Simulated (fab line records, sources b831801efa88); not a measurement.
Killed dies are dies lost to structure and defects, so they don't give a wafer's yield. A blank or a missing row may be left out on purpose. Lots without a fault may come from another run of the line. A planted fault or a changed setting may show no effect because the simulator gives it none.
fab line records | flow sky130
record lots=7 wafers=21 last_day=50
route steps=708 shown VIA1@473 METAL2@483 PAD_OPEN@708
lots that met no fault: from a run of the same line without faults
start_h: hours from the record's first day to the start of the lot's first wafer shown | wait_h: hours since the lot's step before | " the same as in the row above | L1.1+2: a row that stands for several wafers | - no value, or no start given | * or withheld: withheld | < > ~ a bound
route shown NAME@n: a module of which the file shows steps, and the number in the route of the first | usual: mean/standard deviation of fault-free wafers | same: alike in all rows | chamber/n: place in a boat | sites: the reading at each site | _std_site: their standard deviation | _edge_site: outer sites' mean less inner sites' | radius_mm: how far each site lies from the wafer's centre | mask NAME#n: copy n | behind: the tool/chamber that last shaped the wafer | hold: why the lot was held/for how many hours/how that ended | device: the transistor (n, p or np) that didn't switch | end of line: the same wafers' tests at the end of the route | a step without rows: its recipe alone | killed: dies lost to structure and defects at the first sort, not the wafer's yield | map: a wafer's dies, x killed, . not, _ none there
set.NAME: the setting as run; set.NAME@STEP: as run at that earlier step | model.NAME: the simulator's own value behind a step, which no gauge read
lots at some steps of the route; a table a step, a row a wafer
services: from which hour (start_h, from the record's first day; less than 0 if before it) a tool's chamber was out of use, for how many hours, and why
## steps
# step SKY_VIA1_ETCH_15
# recipe target=SiO2 chemistry=C4F8/O2/Ar target_depth_nm=351 stop_on=TiN mask_material=KrF-thick source_w=1500 bias_w=1200 pressure_mtorr=40 c4f8_flow_sccm=withheld O2_flow_sccm=6 Ar_flow_sccm=300 time_s=54
# step SKY_VIA1_STRIP_16
# recipe chemistry=O2/N2 power_w=1400 pressure_mtorr=1500 platen_temp_c=withheld o2_flow_sccm=3000 n2_flow_sccm=300 overash_fraction=0.5
# step SKY_VIA1_STRIP_17
# recipe chemistry=post_etch_residue_remover time_s=1200 temp_c=72.5
# step SKY_VIA1_CLEAN_18
# recipe chemistry=IPA time_s=180 temp_c=25
# step SKY_VIA1_CLEAN_19
# recipe chemistry=O3/DIW dry=n2_spin
# step SKY_VIA1_SPUTTER_20
# recipe material=TiN target_thk_nm=20 chamber_pressure_pa=5 power_w=4000 time_s=80
# usual throttle_valve_pct=30.9/0.58
# columns lot.wafer tool chamber start_h wait_h throttle_valve_pct
L302.1 pvd_sputter-02 - 839.30 0.0 30.8
L302.4 " - " " 31.0
L302.6 " - " " 31.0
L301.3 pvd_sputter-01 - 846.85 0.0 31.3
L301.5 " - " " 31.3
L301.6 " - " " 29.8
L306.2 pvd_sputter-04 - 892.88 0.0 31.4
L306.5 " - " " 32.2
L306.6 " - " " 31.6
L307.2 pvd_sputter-02 - 896.23 0.0 31.0
L307.3 " - " " 30.8
L307.5 " - " " 30.7
L311.1 pvd_sputter-04 - 909.38 0.0 31.4
L311.2 " - " " 30.7
L311.4 " - " " 31.9
L312.1 pvd_sputter-04 - 926.14 0.0 30.6
L312.4 " - " " 31.0
L312.6 " - " " 30.5
L318.4 pvd_sputter-04 - 957.47 0.0 31.6
L318.5 " - " " 31.3
L318.6 " - " " 31.7
# step SKY_VIA1_CVD_21
# recipe material=W target_thk_nm=270 time_s=80.902 temp_c=400 pressure_torr=40
# step SKY_VIA1_RS_MEAS_22
# recipe thk_meas_gauge=four-point-probe reads=W_of_VIA1_CVD_21+TiN_of_VIA1_SPUTTER_20
# usual VIA1_W_RS=0.427/0.0079
# columns lot.wafer tool chamber start_h wait_h VIA1_W_RS[ohm/sq]
L302.1 film_metro-02 - 839.46 0.1 0.434
L302.4 " - " " 0.434
L302.6 " - " " 0.435
L301.3 film_metro-02 - 847.05 0.1 0.414
L301.5 " - " " 0.414
L301.6 " - " " 0.428
L306.2 film_metro-04 - 893.10 0.1 0.433
L306.5 " - " " 0.430
L306.6 " - " " 0.432
L307.2 film_metro-02 - 896.40 0.1 0.418
L307.3 " - " " 0.411
L307.5 " - " " 0.412
L311.1 film_metro-02 - 909.53 0.1 0.421
L311.2 " - " " 0.407
L311.4 " - " " 0.423
L312.1 film_metro-04 - 926.29 0.1 0.433
L312.4 " - " " 0.416
L312.6 " - " " 0.431
L318.4 film_metro-02 - 957.65 0.1 0.428
L318.5 " - " " 0.441
L318.6 " - " " 0.430
# step SKY_VIA1_THK_MEAS_23
# recipe thk_meas_gauge=xrf reads=W_of_VIA1_CVD_21
# usual VIA1_W_THK=268/5.3
# columns lot.wafer tool chamber start_h wait_h VIA1_W_THK[nm]
L302.1 film_metro-02 - 839.58 0.1 261
L302.4 " - " " 263
L302.6 " - " " 261
L301.3 film_metro-02 - 847.15 0.1 276
L301.5 " - " " 276
L301.6 " - " " 268
L306.2 film_metro-04 - 893.21 0.1 263
L306.5 " - " " 263
L306.6 " - " " 263
L307.2 film_metro-02 - 896.51 0.1 274
L307.3 " - " " 276
L307.5 " - " " 277
L311.1 film_metro-02 - 909.65 0.1 272
L311.2 " - " " 282
L311.4 " - " " 270
L312.1 film_metro-04 - 926.41 0.1 265
L312.4 " - " " 277
L312.6 " - " " 266
L318.4 film_metro-02 - 957.74 0.1 267
L318.5 " - " " 261
L318.6 " - " " 267
# step SKY_VIA1_CMP_24
# recipe stop_on=SiO2 t_overpolish_s=15 down_force_psi=3.5 platen_rpm=60 target_thk_nm=0 pad_velocity_m_s=0.94248
# step SKY_METAL2_SPUTTER_00
# recipe material=Ti target_thk_nm=15 power_w=3000 time_s=10 chamber_pressure_pa=0.4
# step SKY_METAL2_SPUTTER_01
# recipe material=TiN target_thk_nm=20 power_w=6500 time_s=16.7 chamber_pressure_pa=0.4
# step SKY_METAL2_SPUTTER_02
# recipe material=AlCu target_thk_nm=250 power_w=10600 time_s=13.3 chamber_pressure_pa=0.4
# usual throttle_valve_pct=30.9/0.89
# columns lot.wafer tool chamber start_h wait_h throttle_valve_pct model.AlCu_of_METAL2_SPUTTER_02.thk_nm
L302.1 pvd_sputter-04 - 839.98 0.0 31.6 248.5
L302.4 " - " " 31.1 255.2
L302.6 " - " " 31.5 250.9
L301.3 pvd_sputter-03 - 847.53 0.0 31.3 248.7
L301.5 " - " " 31.2 248.7
L301.6 " - " " 29.2 252.1
L306.2 pvd_sputter-04 - 893.61 0.0 31.8 249
L306.5 " - " " 30.4 353.6
L306.6 " - " " 32.0 250.3
L307.2 pvd_sputter-04 - 896.91 0.0 31.5 252.5
L307.3 " - " " 30.5 355
L307.5 " - " " 31.5 253.1
L311.1 pvd_sputter-04 - 910.06 0.0 31.0 253.3
L311.2 " - " " 31.6 248.1
L311.4 " - " " 30.5 352.9
L312.1 pvd_sputter-03 - 926.82 0.0 29.8 245.3
L312.4 " - " " 31.0 249.3
L312.6 " - " " 29.1 250
L318.4 pvd_sputter-03 - 958.12 0.0 31.6 252.5
L318.5 " - " " 29.1 253.6
L318.6 " - " " 30.9 252.3
# step SKY_METAL2_SPUTTER_03
# recipe material=Ti target_thk_nm=5 power_w=3000 time_s=3.3 chamber_pressure_pa=0.4
# usual throttle_valve_pct=30.9/0.88
# columns lot.wafer tool chamber start_h wait_h throttle_valve_pct
L302.1 pvd_sputter-04 - 840.01 0.0 31.8
L302.4 " - " " 30.9
L302.6 " - " " 31.5
L301.3 pvd_sputter-03 - 847.56 0.0 31.5
L301.5 " - " " 30.8
L301.6 " - " " 29.0
L306.2 pvd_sputter-04 - 893.63 0.0 31.7
L306.5 " - " " 31.0
L306.6 " - " " 31.8
L307.2 pvd_sputter-04 - 896.93 0.0 31.5
L307.3 " - " " 30.8
L307.5 " - " " 31.5
L311.1 pvd_sputter-04 - 910.08 0.0 31.2
L311.2 " - " " 32.1
L311.4 " - " " 30.8
L312.1 pvd_sputter-03 - 926.84 0.0 29.8
L312.4 " - " " 30.8
L312.6 " - " " 29.3
L318.4 pvd_sputter-03 - 958.15 0.0 31.5
L318.5 " - " " 29.1
L318.6 " - " " 31.1
# step SKY_METAL2_SPUTTER_04
# recipe material=TiN target_thk_nm=70 power_w=6500 time_s=58.3 chamber_pressure_pa=0.4
# usual throttle_valve_pct=30.8/0.88
# columns lot.wafer tool chamber start_h wait_h throttle_valve_pct
L302.1 pvd_sputter-04 - 840.03 0.0 31.8
L302.4 " - " " 30.9
L302.6 " - " " 31.6
L301.3 pvd_sputter-03 - 847.58 0.0 31.6
L301.5 " - " " 30.9
L301.6 " - " " 29.2
L306.2 pvd_sputter-04 - 893.65 0.0 32.0
L306.5 " - " " 30.4
L306.6 " - " " 32.0
L307.2 pvd_sputter-04 - 896.95 0.0 31.4
L307.3 " - " " 30.6
L307.5 " - " " 31.6
L311.1 pvd_sputter-04 - 910.10 0.0 30.9
L311.2 " - " " 31.7
L311.4 " - " " 30.6
L312.1 pvd_sputter-03 - 926.86 0.0 29.8
L312.4 " - " " 30.8
L312.6 " - " " 29.3
L318.4 pvd_sputter-03 - 958.16 0.0 31.6
L318.5 " - " " 29.0
L318.6 " - " " 31.0
# step SKY_METAL2_RS_MEAS_05
# recipe thk_meas_gauge=four-point-probe reads=TiN_of_METAL2_SPUTTER_04+Ti_of_METAL2_SPUTTER_03+AlCu_of_METAL2_SPUTTER_02+TiN_of_METAL2_SPUTTER_01+Ti_of_METAL2_SPUTTER_00
# usual METAL2_ALCU_RS=0.1268/0.0017
# columns lot.wafer tool chamber start_h wait_h hold METAL2_ALCU_RS[ohm/sq]
L302.1 film_metro-03 - 840.08 0.0 - 0.1274
L302.4 " - " " - 0.1242
L302.6 " - " " - 0.1261
L301.3 film_metro-04 - 847.67 0.1 - 0.1277
L301.5 " - " " - 0.1274
L301.6 " - " " - 0.1257
L306.2 film_metro-04 - 893.72 0.0 await_dispo/0.2h/release 0.1274
L306.5 " - " " await_dispo/0.2h/release 0.0889
L306.6 " - " " await_dispo/0.2h/release 0.1269
L306.2 film_metro-04 - 894.01 0.3 - 0.1275
L306.5 " - " " - 0.0889
L306.6 " - " " - 0.1267
L307.2 film_metro-01 - 897.02 0.0 await_dispo/0.2h/release 0.1255
L307.3 " - " " await_dispo/0.2h/release 0.0887
L307.5 " - " " await_dispo/0.2h/release 0.1252
L307.2 film_metro-01 - 897.31 0.3 - 0.1256
L307.3 " - " " - 0.0886
L307.5 " - " " - 0.1251
L311.1 film_metro-04 - 910.15 0.0 await_dispo/0.2h/release 0.1250
L311.2 " - " " await_dispo/0.2h/release 0.1277
L311.4 " - " " await_dispo/0.2h/release 0.0891
L311.1 film_metro-04 - 910.44 0.3 - 0.1254
L311.2 " - " " - 0.1278
L311.4 " - " " - 0.0891
L312.1 film_metro-03 - 926.91 0.0 - 0.1293
L312.4 " - " " - 0.1271
L312.6 " - " " - 0.1269
L318.4 film_metro-03 - 958.27 0.1 - 0.1254
L318.5 " - " " - 0.1249
L318.6 " - " " - 0.1255
# step SKY_METAL2_THK_MEAS_06
# recipe thk_meas_gauge=xrf reads=AlCu_of_METAL2_SPUTTER_02
# usual METAL2_ALCU_THK=253/3.7
# columns lot.wafer tool chamber start_h wait_h hold METAL2_ALCU_THK[nm]
L302.1 film_metro-03 - 840.20 0.1 - 251
L302.4 " - " " - 258
L302.6 " - " " - 255
L301.3 film_metro-04 - 847.77 0.1 - 252
L301.5 " - " " - 251
L301.6 " - " " - 256
L306.2 film_metro-04 - 897.71 3.7 await_dispo/0.2h/release 252
L306.5 " - " " await_dispo/0.2h/release 355
L306.6 " - " " await_dispo/0.2h/release 254
L306.2 film_metro-04 - 898.05 0.3 - 250
L306.5 " - " " - 358
L306.6 " - " " - 253
L307.2 film_metro-01 - 899.50 2.2 await_dispo/0.2h/release 256
L307.3 " - " " await_dispo/0.2h/release 365
L307.5 " - " " await_dispo/0.2h/release 258
L307.2 film_metro-01 - 899.73 0.2 - 258
L307.3 " - " " - 362
L307.5 " - " " - 259
L311.1 film_metro-04 - 914.37 3.9 await_dispo/0.2h/release 257
L311.2 " - " " await_dispo/0.2h/release 248
L311.4 " - " " await_dispo/0.2h/release 355
L311.1 film_metro-04 - 914.59 0.2 - 255
L311.2 " - " " - 249
L311.4 " - " " - 356
L312.1 film_metro-03 - 927.03 0.1 - 248
L312.4 " - " " - 251
L312.6 " - " " - 251
L318.4 film_metro-03 - 958.36 0.1 - 254
L318.5 " - " " - 256
L318.6 " - " " - 253
# step SKY_METAL2_HMDS_08
# recipe prime_time_s=60 prime_temp_c=120
# step SKY_METAL2_COAT_09
# recipe resist=BARC temp_c=withheld time_s=withheld spin_rpm=3000 resist_thk_nm=60
# step SKY_METAL2_COAT_10
# recipe resist=KrF-thick spin_rpm=3000 resist_thk_nm=447.1
# step SKY_METAL2_SOFTBAKE_11
# recipe temp_c=100 time_s=90 resist=KrF-thick
# step SKY_METAL2_EXPOSE_12
# recipe mask_id=MM2 na=0.8 source_shape=annular sigma_inner=0.55 sigma_outer=0.85 target_cd_nm=140 dose_mj=28
# step SKY_METAL2_PEB_13
# recipe peb_temp_c=withheld peb_time_s=withheld resist=KrF-thick
# step SKY_METAL2_DEVELOP_14
# recipe develop_time_s=60 resist=KrF-thick dev_temp_c=21
# step SKY_METAL2_CD_MEAS_15
# recipe target_cd_nm=140
# usual cd_nm=139.8/1.3
# columns lot.wafer tool chamber start_h wait_h cd_nm
L302.1 cd_sem-02 - 865.72 - 139.0
L302.4 " - " " 138.9
L302.6 " - " " 138.9
L301.3 cd_sem-02 - 874.00 - 139.1
L301.5 " - " " 137.5
L301.6 " - " " 140.2
L306.2 cd_sem-01 - 919.18 - 140.6
L306.5 " - " " 141.2
L306.6 " - " " 140.5
L307.2 cd_sem-02 - 922.13 - 141.2
L307.3 " - " " 139.9
L307.5 " - " " 141.2
L311.1 cd_sem-01 - 934.48 - 141.3
L311.2 " - " " 141.8
L311.4 " - " " 143.1
L312.1 cd_sem-01 - 951.08 - 139.1
L312.4 " - " " 139.0
L312.6 " - " " 136.8
L318.4 cd_sem-01 - 983.19 - 140.6
L318.5 " - " " 139.9
L318.6 " - " " 141.2
# step SKY_METAL2_OVL_MEAS_16
# usual METAL2_OVL=-3/4.5
# columns lot.wafer tool chamber start_h wait_h METAL2_OVL[nm]
L302.1 overlay-01 - 865.84 0.1 -3
L302.4 " - " " -9
L302.6 " - " " -7
L301.3 overlay-02 - 874.09 0.1 -1
L301.5 " - " " 3
L301.6 " - " " 2
L306.2 overlay-02 - 919.28 0.1 -7
L306.5 " - " " -13
L306.6 " - " " -5
L307.2 overlay-02 - 922.23 0.1 -6
L307.3 " - " " -4
L307.5 " - " " -5
L311.1 overlay-02 - 934.60 0.1 -4
L311.2 " - " " 1
L311.4 " - " " -1
L312.1 overlay-02 - 951.20 0.1 1
L312.4 " - " " -3
L312.6 " - " " -4
L318.4 overlay-02 - 983.27 0.1 0
L318.5 " - " " 1
L318.6 " - " " -2
# step SKY_METAL2_DESCUM_17
# recipe chemistry=O2 source_power_w=150 bias_power_w=0 pressure_mtorr=10 temp_c=40 time_s=8
# usual drypump_motor_current_A=6.10/0.28 he_backside_leak_sccm=3.4/0.39 oes_product_au=1.010/0.014 temp_c=40.01/0.11
# columns lot.wafer tool chamber start_h wait_h drypump_motor_current_A he_backside_leak_sccm oes_product_au rf_hours_counter_h temp_c
L302.1 rie_metal-03 0 865.87 0.0 5.54 2.9 1.038 1 40.10
L302.4 " 1 " " 6.11 3.5 1.006 - 40.06
L302.6 " 0 " " 5.54 3.1 1.032 - 39.96
L301.3 rie_metal-02 1 874.12 0.0 6.04 3.3 1.003 - 39.99
L301.5 " 1 " " 6.04 3.4 1.021 - 40.02
L301.6 " 0 " " 6.21 3.4 1.028 - 39.92
L306.2 rie_metal-03 0 919.31 0.0 5.56 3.0 1.022 3 39.87
L306.5 " 0 " " 5.57 3.2 1.040 - 39.84
L306.6 " 1 " " 6.13 3.4 1.021 - 39.73
L307.2 rie_metal-04 1 922.26 0.0 6.47 3.7 1.006 13 39.81
L307.3 " 0 " " 6.10 3.6 1.002 - 40.16
L307.5 " 1 " " 6.48 3.5 1.001 - 39.91
L311.1 rie_metal-03 0 934.64 0.0 5.54 3.1 1.029 5 39.97
L311.2 " 1 " " 6.13 3.6 1.010 12 40.05
L311.4 " 1 " " 6.10 3.6 1.005 - 40.12
L312.1 rie_metal-02 0 951.24 0.0 6.17 3.4 1.031 17 39.83
L312.4 " 0 " " 6.25 3.1 1.031 - 40.05
L312.6 " 1 " " 6.02 3.3 0.999 - 40.01
L318.4 rie_metal-02 0 983.30 0.0 6.20 3.4 1.016 - 40.10
L318.5 " 0 " " 6.20 3.4 1.020 - 39.98
L318.6 " 1 " " 6.03 3.4 1.013 - 40.13
# step SKY_METAL2_ETCH_18
# recipe chemistry=N2/H2 target=BARC ion_energy_ev=200 bias_w=100 pressure_mtorr=30 n2_flow_sccm=100 h2_flow_sccm=200 icp_w=500 stop_on=SiO2 time_s=45.9 target_depth_a=600
# step SKY_METAL2_METAL_ETCH_19
# recipe target_depth_a=3600 stop_on=SiO2 over_etch_frac=0.3 time_s=78 chemistry=Cl2/BCl3 resist_sidewall_deg=88 pressure_mtorr=10 icp_w=900 bias_w=48.5 Cl2_flow_sccm=60 bcl3_flow_sccm=30
# usual drypump_motor_current_A=6.09/0.28 he_backside_leak_sccm=3.4/0.41 oes_product_au=0.854/0.0054 throttle_valve_pct=22.263/0.0099
# columns lot.wafer tool chamber start_h wait_h drypump_motor_current_A he_backside_leak_sccm oes_product_au rf_hours_counter_h throttle_valve_pct
L302.1 rie_metal-03 0 865.97 0.0 5.58 3.2 0.854 1 22.271
L302.4 " 1 " " 6.14 3.5 0.859 - 22.278
L302.6 " 0 " " 5.55 3.1 0.864 - 22.264
L301.3 rie_metal-02 1 874.24 0.1 6.05 3.3 0.849 - 22.260
L301.5 " 1 " " 6.04 3.3 0.854 - 22.249
L301.6 " 0 " " 6.23 3.2 0.858 - 22.271
L306.2 rie_metal-03 0 919.41 0.0 5.53 3.0 0.856 4 22.275
L306.5 " 0 " " 5.55 3.0 0.952 - 22.264
L306.6 " 1 " " 6.08 3.4 0.847 - 22.262
L307.2 rie_metal-04 1 922.36 0.0 6.50 3.5 0.866 13 22.267
L307.3 " 0 " " 6.11 3.4 0.947 - 22.270
L307.5 " 1 " " 6.49 3.5 0.850 - 22.256
L311.1 rie_metal-03 0 934.73 0.0 5.58 3.2 0.854 5 22.274
L311.2 " 1 " " 6.16 3.4 0.856 12 22.266
L311.4 " 1 " " 6.10 3.5 0.944 - 22.272
L312.1 rie_metal-02 0 951.33 0.0 6.18 3.3 0.858 17 22.249
L312.4 " 0 " " 6.17 3.4 0.860 - 22.270
L312.6 " 1 " " 6.07 3.5 0.865 - 22.264
L318.4 rie_metal-02 0 983.41 0.1 6.21 3.4 0.861 - 22.251
L318.5 " 0 " " 6.18 3.5 0.852 - 22.269
L318.6 " 1 " " 6.06 3.4 0.856 - 22.266
# step SKY_METAL2_STRIP_20
# recipe chemistry=O2/N2 power_w=1400 pressure_mtorr=1500 platen_temp_c=withheld o2_flow_sccm=3000 n2_flow_sccm=300 overash_fraction=0.5
# usual drypump_motor_current_A=5.6/0.32 oes_product_au=0.340/0.0055 strip_time_to_endpoint_s=2.62/0.067
# columns lot.wafer tool chamber start_h wait_h drypump_motor_current_A oes_product_au rf_hours_counter_h strip_time_to_endpoint_s
L302.1 plasma_asher-02 0 866.06 0.1 5.8 0.336 109 2.50
L302.4 " 0 " " 5.7 0.336 - 2.64
L302.6 " 1 " " 5.5 0.341 - 2.49
L301.3 plasma_asher-03 0 874.33 0.1 5.6 0.344 - 2.63
L301.5 " 0 " " 5.6 0.351 - 2.65
L301.6 " 1 " " 5.2 0.329 - 2.53
L306.2 plasma_asher-03 1 919.50 0.1 5.1 0.334 46 2.56
L306.5 " 0 " " 5.6 0.339 - 2.52
L306.6 " 1 " " 5.1 0.346 - 2.67
L307.2 plasma_asher-02 1 922.45 0.1 5.5 0.337 113 2.65
L307.3 " 0 " " 5.7 0.339 - 2.70
L307.5 " 1 " " 5.5 0.338 - 2.65
L311.1 plasma_asher-04 1 934.82 0.1 5.8 0.338 19 2.56
L311.2 " 0 " " 6.2 0.342 19 2.68
L311.4 " 0 " " 6.2 0.342 - 2.67
L312.1 plasma_asher-04 0 951.42 0.1 6.2 0.333 20 2.49
L312.4 " 1 " " 5.8 0.336 - 2.56
L312.6 " 0 " " 6.2 0.339 - 2.62
L318.4 plasma_asher-04 1 983.51 0.1 5.8 0.342 - 2.57
L318.5 " 1 " " 5.8 0.340 - 2.54
L318.6 " 0 " " 6.2 0.337 - 2.63
# step SKY_PAD_OPEN_PROBE_99
# columns lot.wafer tool chamber start_h wait_h model.etest.met2.line_ohm_um model.etest.met2.rs_ohm_sq
L302.1 prober-01 - 1110.29 0.1 0.9421 0.1298
L302.4 prober-01 - 1110.44 0.2 0.889 0.1257
L302.6 prober-01 - 1110.54 0.2 0.9169 0.1278
L301.3 prober-02 - 1117.49 0.2 0.933 0.13
L301.5 prober-02 - 1117.59 0.2 0.938 0.1291
L301.6 prober-02 - 1117.64 0.2 0.9186 0.1276
L306.2 prober-02 - 1152.62 0.1 0.8982 0.1281
L306.5 prober-02 - 1152.77 0.2 0.6417 0.0894
L306.6 prober-02 - 1152.82 0.2 0.881 0.1283
L307.2 prober-02 - 1154.12 0.1 0.8329 0.1268
L307.3 prober-02 - 1154.17 0.2 0.6647 0.09
L307.5 prober-02 - 1154.27 0.2 0.8706 0.1267
L311.1 prober-02 - 1162.26 0.1 0.9232 0.1282
L311.2 prober-02 - 1162.31 0.1 0.8828 0.1295
L311.4 prober-02 - 1162.41 0.2 0.6056 0.09041
L312.1 prober-01 - 1175.93 0.1 0.9694 0.1313
L312.4 prober-01 - 1176.08 0.2 0.8838 0.1271
L312.6 prober-01 - 1176.18 0.2 0.942 0.1276
L318.4 prober-01 - 1194.95 0.2 0.8943 0.1277
L318.5 prober-01 - 1195.00 0.2 0.9285 0.1277
L318.6 prober-01 - 1195.05 0.2 0.932 0.1271
# killed by level:class
L302.1 VIA1:geometric_particle:open=13 CONTACT:geometric_particle:open=13 METAL1:geometric_particle:short=8 LI_CONTACT:geometric_particle:open=5 VIA1:geometric_particle:short=5 VIA3:geometric_particle:open=5 VIA2:geometric_particle:open=4 CONTACT:geometric_particle:short=3
L302.4 CONTACT:geometric_particle:open=11 VIA1:geometric_particle:short=10 VIA1:geometric_particle:open=10 LOCAL_INTERCONNECT:geometric_particle:short=6 VIA3:geometric_particle:open=6 LI_CONTACT:geometric_particle:open=5 METAL2:geometric_particle:short=5 METAL1:geometric_particle:short=4
L302.6 VIA1:geometric_particle:open=18 METAL2:geometric_particle:short=9 CONTACT:geometric_particle:open=8 VIA2:geometric_particle:open=7 VIA3:geometric_particle:short=6 FIELD_ISO:geometric_particle:short=5 METAL1:geometric_particle:short=5 VIA1:geometric_particle:short=5
L301.3 VIA2:geometric_particle:open=11 LOCAL_INTERCONNECT:geometric_particle:short=8 CONTACT:geometric_particle:open=8 VIA3:geometric_particle:open=8 METAL2:geometric_particle:short=8 LI_CONTACT:geometric_particle:open=6 VIA3:geometric_particle:short=5 FIELD_ISO:geometric_particle:open=4
L301.5 VIA2:geometric_particle:open=9 CONTACT:geometric_particle:open=8 VIA1:geometric_particle:open=8 FIELD_ISO:geometric_particle:short=6 LI_CONTACT:geometric_particle:open=6 METAL2:geometric_particle:short=6 FIELD_ISO:geometric_particle:open=5 POLY_GATE:geometric_particle:short=4
L301.6 CONTACT:geometric_particle:open=10 VIA1:geometric_particle:open=9 FIELD_ISO:geometric_particle:short=8 FIELD_ISO:geometric_particle:open=8 METAL2:geometric_particle:short=8 VIA3:geometric_particle:open=7 VIA2:geometric_particle:open=6 VIA2:geometric_particle:short=5
L307.2 CONTACT:geometric_particle:short=10 CONTACT:geometric_particle:open=10 LI_CONTACT:geometric_particle:open=8 VIA1:geometric_particle:open=8 METAL2:geometric_particle:short=7 VIA3:geometric_particle:open=7 METAL1:geometric_particle:short=6 FIELD_ISO:geometric_particle:short=5
L307.3 CONTACT:geometric_particle:open=16 VIA1:geometric_particle:open=10 METAL2:geometric_particle:short=8 CONTACT:geometric_particle:short=7 VIA2:geometric_particle:open=6 FIELD_ISO:geometric_particle:open=5 VIA3:geometric_particle:open=5 VIA1:geometric_particle:short=5
L307.5 CAPM:area_etch=38 VIA1:geometric_particle:open=10 CONTACT:geometric_particle:open=9 FIELD_ISO:geometric_particle:short=6 VIA2:geometric_particle:open=6 CONTACT:geometric_particle:short=6 LOCAL_INTERCONNECT:geometric_particle:short=5 VIA3:geometric_particle:open=5
L311.1 CONTACT:geometric_particle:open=10 VIA3:geometric_particle:open=9 METAL1:geometric_particle:short=7 FIELD_ISO:geometric_particle:short=6 VIA1:geometric_particle:open=6 METAL4:geometric_particle:short=6 METAL2:geometric_particle:short=5 POLY_GATE:geometric_particle:short=5
L311.2 VIA1:geometric_particle:open=10 POLY_GATE:geometric_particle:open=8 CONTACT:geometric_particle:open=8 METAL2:geometric_particle:short=6 VIA3:geometric_particle:open=4 FIELD_ISO:geometric_particle:short=3 LI_CONTACT:geometric_particle:short=3 LI_CONTACT:geometric_particle:open=3
L311.4 CONTACT:geometric_particle:open=10 VIA1:geometric_particle:open=9 VIA3:geometric_particle:open=8 METAL1:geometric_particle:short=5 VIA1:geometric_particle:short=5 VIA2:geometric_particle:open=5 FIELD_ISO:geometric_particle:open=4 LI_CONTACT:geometric_particle:open=4
L312.1 CONTACT:geometric_particle:open=8 VIA1:geometric_particle:open=7 CONTACT:geometric_particle:short=5 VIA2:geometric_particle:open=5 VIA3:geometric_particle:short=5 POLY_GATE:geometric_particle:short=4 POLY_GATE:geometric_particle:open=4 LI_CONTACT:geometric_particle:open=4
L312.4 CONTACT:geometric_particle:open=15 METAL2:geometric_particle:short=12 CONTACT:geometric_particle:short=11 VIA3:geometric_particle:open=9 VIA1:geometric_particle:open=9 LI_CONTACT:geometric_particle:open=6 METAL1:geometric_particle:short=6 VIA2:geometric_particle:short=5
L312.6 FIELD_ISO:geometric_particle:short=10 LI_CONTACT:geometric_particle:open=8 METAL2:geometric_particle:short=7 VIA3:geometric_particle:open=7 METAL1:geometric_particle:short=6 VIA1:geometric_particle:open=5 LOCAL_INTERCONNECT:geometric_particle:short=5 VIA2:geometric_particle:open=5
L318.4 CONTACT:geometric_particle:short=9 CONTACT:geometric_particle:open=8 LI_CONTACT:geometric_particle:open=7 VIA1:geometric_particle:open=7 VIA3:geometric_particle:open=6 LOCAL_INTERCONNECT:geometric_particle:short=5 METAL1:geometric_particle:short=5 FIELD_ISO:geometric_particle:short=4
L318.5 VIA1:geometric_particle:open=16 CONTACT:geometric_particle:short=9 LI_CONTACT:geometric_particle:open=7 CONTACT:geometric_particle:open=7 METAL1:geometric_particle:short=7 VIA3:geometric_particle:open=7 FIELD_ISO:geometric_particle:open=5 VIA1:geometric_particle:short=5
L318.6 CONTACT:geometric_particle:open=11 FIELD_ISO:geometric_particle:open=9 CONTACT:geometric_particle:short=8 VIA2:geometric_particle:open=8 VIA1:geometric_particle:open=7 METAL1:geometric_particle:short=6 VIA3:geometric_particle:open=5 VIA1:geometric_particle:short=4
## services
# columns tool chamber start_h hours kind
plasma_asher-04 - 815.51 2.8 pm
rie_metal-03 0 821.25 - clean
rie_metal-03 0 821.25 18.2 scheduled_down
rie_metal-03 0 821.25 18.2 vent_cycle
rie_metal-03 - 824.03 3.1 repair
pvd_sputter-03 0 839.65 - consumable_replace:kit
pvd_sputter-03 0 839.65 18.0 scheduled_down
pvd_sputter-03 0 839.65 18.0 vent_cycle
rie_metal-03 - 870.45 0.9 repair
pvd_sputter-01 - 888.99 3.3 repair
plasma_asher-02 - 898.92 14.6 pm
pvd_sputter-01 - 899.16 1.0 repair
pvd_sputter-02 0 903.28 - consumable_replace:kit
pvd_sputter-02 - 903.46 4.9 repair
pvd_sputter-02 - 912.67 2.7 repair
rie_metal-03 1 945.81 4.9 repair
pvd_sputter-04 0 948.22 - consumable_replace:kit
pvd_sputter-04 0 948.22 18.0 scheduled_down
pvd_sputter-04 0 948.22 18.0 vent_cycle
pvd_sputter-02 - 953.53 2.9 repair
plasma_asher-03 - 956.01 2.8 pm
rie_metal-04 1 959.01 8.1 repair
plasma_asher-04 - 959.73 1.6 repair
rie_metal-04 1 982.31 19.4 repair
## key
first_sign step=SKY_METAL2_RS_MEAS_05 reading=visit direction=added
effect step=SKY_METAL2_RS_MEAS_05 reading=METAL2_ALCU_RS direction=down sigmas=23 usual=0.1268 struck=0.0889
effect step=SKY_METAL2_THK_MEAS_06 reading=visit direction=added
effect step=SKY_METAL2_THK_MEAS_06 reading=METAL2_ALCU_THK direction=up sigmas=29 usual=253 struck=358
effect step=SKY_METAL2_METAL_ETCH_19 reading=oes_product_au direction=up sigmas=17 usual=0.854 struck=0.948
model_effect step=SKY_METAL2_SPUTTER_02 value=AlCu_of_METAL2_SPUTTER_02.thk_nm without=250.5 struck=353.8
model_effect step=SKY_PAD_OPEN_PROBE_99 value=etest.met2.line_ohm_um without=0.909 struck=0.6373
met_at SKY_METAL2_SPUTTER_02
struck_wafers L306.5,L307.3,L311.4
sort_left_out L306.5
baseline_loss step=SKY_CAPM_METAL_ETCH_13 wafers=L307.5
fault kind=process_parameter_drift tool=pvd_sputter-04 chamber=- onset_h=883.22 steps=SKY_METAL2_SPUTTER_02 channel=time_s offset=* shape=step end_h=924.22 acts_in=* stated=* scope=struck_wafers_only
# sort_left_out: the simulated sort isn't trusted on such a fault, so these wafers' sort isn't shown, and their yield isn't known
# baseline_loss: these wafers lose ten dies or more at that step, a loss of the line's own and not of a fault; the sort's usual values leave them out
